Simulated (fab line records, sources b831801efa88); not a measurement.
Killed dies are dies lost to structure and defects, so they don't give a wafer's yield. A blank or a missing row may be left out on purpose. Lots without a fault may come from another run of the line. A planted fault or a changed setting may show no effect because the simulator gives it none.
Chamber matching | flow gf180mcu | GF_SAB_CVD_00 on pecvd-04: 3 sister chambers
The step deposits SiO2 from TEOS, target thk 50 nm, time 4.9302 s. 6 wafers are shown with their chamber, then 8 later ones without.

WAFERS WITH THEIR CHAMBER
wafer  | chamber | heater_power_w (W)
L963.4 | 2       | 587
L963.5 | 0       | 626
L964.2 | 2       | 558
L964.3 | 1       | 566
L964.4 | 0       | 690
L972.1 | 1       | 615

WAFERS WITHOUT THEIR CHAMBER
wafer  | heater_power_w (W)
L972.5 | 592
L972.6 | 690
L973.1 | 734
L973.3 | 611
L973.4 | 609
L976.2 | 491
L976.3 | 536
L976.4 | 472

WHICH CHAMBER EACH WENT THROUGH
wafer  | from the rows above          | in truth
L972.5 | can't be placed: 1 or 2 or 0 | 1
L972.6 | can't be placed: 0 or 1      | 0
L973.1 | can't be placed: 0 or 1      | 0
L973.3 | can't be placed: 1 or 2 or 0 | 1
L973.4 | can't be placed: 1 or 2 or 0 | 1
L976.2 | can't be placed: 2 or 1      | 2
L976.3 | can't be placed: 2 or 1      | 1
L976.4 | can't be placed: 2 or 1      | 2
Placed correctly: 0 of 8. Can't be placed from these rows: 8 (the true chamber is among the candidates in 8). Placed wrongly: 0.
How it was worked out, from the rows above alone: a wafer's distance from a chamber is the root of the sum, over the readings, of the square of ((its reading less the chamber's mean) divided by the reading's scatter). The wafer belongs to the nearest chamber; if the next one is less than 2 further off, it can't be placed. A chamber's mean is the mean of its shown wafers. The scatter: the root of (the sum of the squares of (reading less its chamber's mean) over the shown wafers, divided by (wafers less chambers)).
